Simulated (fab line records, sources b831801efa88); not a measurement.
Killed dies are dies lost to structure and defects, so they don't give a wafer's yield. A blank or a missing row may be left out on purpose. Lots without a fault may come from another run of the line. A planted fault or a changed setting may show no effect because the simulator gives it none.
Chamber matching | flow gf180mcu | GF_V3_CMP_26 on cmp-01: 4 sister chambers
The step polishes, stops on SiO2, t overpolish 15 s, target thk 0 nm. 4 wafers are shown with their chamber, then 9 later ones without.

WAFERS WITH THEIR CHAMBER
wafer  | chamber | motor_current_A (A)
L078.1 | 0       | 10.7
L088.1 | 3       | 10.0
L088.3 | 2       | 10.2
L088.6 | 1       | 11.2

WAFERS WITHOUT THEIR CHAMBER
wafer  | motor_current_A (A)
L089.1 | 10.8
L089.3 | 10.9
L089.4 | 10.6
L092.1 | 10.9
L092.2 | 11.0
L092.3 | 10.5
L096.2 | 11.3
L096.4 | 10.6
L096.5 | 10.3

WHICH CHAMBER EACH WENT THROUGH
wafer  | from the rows above          | in truth
L089.1 | can't be placed: 0 or 1      | 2
L089.3 | can't be placed: 0 or 1      | 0
L089.4 | can't be placed: 0 or 2      | 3
L092.1 | can't be placed: 0 or 1      | 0
L092.2 | can't be placed: 1 or 0      | 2
L092.3 | can't be placed: 0 or 2 or 3 | 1
L096.2 | 1                            | 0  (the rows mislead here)
L096.4 | can't be placed: 0 or 2      | 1
L096.5 | can't be placed: 2 or 3 or 0 | 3
Placed correctly: 0 of 9. Can't be placed from these rows: 8 (the true chamber is among the candidates in 3). Placed wrongly: 1.
How it was worked out, from the rows above alone: a wafer's distance from a chamber is the root of the sum, over the readings, of the square of ((its reading less the chamber's mean) divided by the reading's scatter). The wafer belongs to the nearest chamber; if the next one is less than 2 further off, it can't be placed. A chamber's mean is the mean of its shown wafers. The scatter: with one shown wafer a chamber, the root of the mean of the squares of how far each hidden wafer lies from its nearest shown one.
